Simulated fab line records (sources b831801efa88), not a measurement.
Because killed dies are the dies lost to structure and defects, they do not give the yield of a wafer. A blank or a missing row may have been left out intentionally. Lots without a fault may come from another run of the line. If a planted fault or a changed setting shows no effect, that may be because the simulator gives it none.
Split-lot study | flow sky130 | 5 lots, 23 wafers read, on a route of 708 steps

## THE SPLIT
At SKY_FIELD_ISO_CVD_03 (deposits Si3N4 from DCS/NH3, target thk 165 nm, time 2830 s), the setting pressure mtorr was moved away from the recipe's 250 mTorr on 15 of the 23 wafers read, by -14.6% to +10.6%. This setting was run at the recipe's value on the other wafers.

The file shows no step between the split and the reading.

## THE READING
FIELD_ISO_CVD_03_THK at SKY_FIELD_ISO_THK_MEAS_04, in nm. A value of 162.8 nm with a standard deviation of 1.3 nm is what fault-free wafers of this fab line usually give.

wafer  | tool, chamber at the split | pressure mtorr as run, mTorr | against the recipe | FIELD_ISO_CVD_03_THK, nm | against lot-mates on the recipe
L074.1 | -, -                       | 262.4                        | +5.0%              | 165.8                    | no lot-mate on the recipe
L074.2 | -, -                       | 262.4                        | +5.0%              | 164.5                    | no lot-mate on the recipe
L074.4 | -, -                       | 262.4                        | +5.0%              | 163.9                    | no lot-mate on the recipe
L074.5 | -, -                       | 262.4                        | +5.0%              | 165.1                    | no lot-mate on the recipe
L074.6 | -, -                       | 262.4                        | +5.0%              | 164.3                    | no lot-mate on the recipe
L077.1 | -, -                       | 250                          | recipe             | 163.7                    | -
L077.2 | -, -                       | 250                          | recipe             | 163.4                    | -
L077.3 | -, -                       | 250                          | recipe             | 163.7                    | -
L077.4 | -, -                       | 250                          | recipe             | 164.0                    | -
L077.6 | -, -                       | 250                          | recipe             | 163.9                    | -
L081.1 | -, -                       | 276.4                        | +10.6%             | 166.3                    | no lot-mate on the recipe
L081.2 | -, -                       | 276.4                        | +10.6%             | 166.7                    | no lot-mate on the recipe
L081.4 | -, -                       | 276.4                        | +10.6%             | 167.4                    | no lot-mate on the recipe
L081.5 | -, -                       | 276.4                        | +10.6%             | 167.6                    | no lot-mate on the recipe
L081.6 | -, -                       | 276.4                        | +10.6%             | 166.2                    | no lot-mate on the recipe
L083.4 | lpcvd-02, 0                | 250                          | recipe             | 163.4                    | -
L083.5 | lpcvd-02, 0                | 250                          | recipe             | 162.8                    | -
L083.6 | lpcvd-02, 0                | 250                          | recipe             | 164.8                    | -
L085.1 | -, -                       | 213.6                        | -14.6%             | 158.0                    | no lot-mate on the recipe
L085.2 | -, -                       | 213.6                        | -14.6%             | 156.4                    | no lot-mate on the recipe
L085.3 | -, -                       | 213.6                        | -14.6%             | 156.7                    | no lot-mate on the recipe
L085.4 | -, -                       | 213.6                        | -14.6%             | 156.5                    | no lot-mate on the recipe
L085.6 | -, -                       | 213.6                        | -14.6%             | 156.1                    | no lot-mate on the recipe

THE FIT
A straight line over all 23 wafers: FIELD_ISO_CVD_03_THK changes by +0.403 nm for each +1% of pressure mtorr; r = +0.98; the points scatter about the line by 0.83 nm.
Too few moved wafers with a lot-mate on the recipe to fit a line net of each lot's own level.

## THE WHOLE CHAIN: every reading that the file lists as answering this split, in the file's order
step                      | what it does                                                | reading                                                                           | change (the file's fit)               | r (the file's)
SKY_FIELD_ISO_CVD_03      | deposits Si3N4 from DCS/NH3, target thk 165 nm, time 2830 s | Si3N4_of_FIELD_ISO_CVD_03.thk nm (the simulator's own value, which no gauge read) | +0.406 nm for each +1% of the setting | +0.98
SKY_FIELD_ISO_THK_MEAS_04 |                                                             | FIELD_ISO_CVD_03_THK                                                              | +0.403 for each +1% of the setting    | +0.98
SKY_FIELD_ISO_ETCH_17     | etches Si in HBr/Cl2/O2, target depth 342 nm, time 97.7 s   | Si3N4_of_FIELD_ISO_CVD_03.thk nm (the simulator's own value, which no gauge read) | +0.377 nm for each +1% of the setting | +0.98
SKY_FIELD_ISO_WET_ETCH_18 | etches Si3N4 in H3PO4, target depth 25 nm, time 286 s       | Si3N4_of_FIELD_ISO_CVD_03.thk nm (the simulator's own value, which no gauge read) | +0.346 nm for each +1% of the setting | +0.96
SKY_FIELD_ISO_WET_ETCH_21 | etches SiO2 in dHF, target depth 20 nm, time 400 s          | Si3N4_of_FIELD_ISO_CVD_03.thk nm (the simulator's own value, which no gauge read) | +0.345 nm for each +1% of the setting | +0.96

## THE FILE'S OWN FIT
FIELD_ISO_CVD_03_THK changes by +0.403 nm for each +1% of pressure mtorr, r = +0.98.
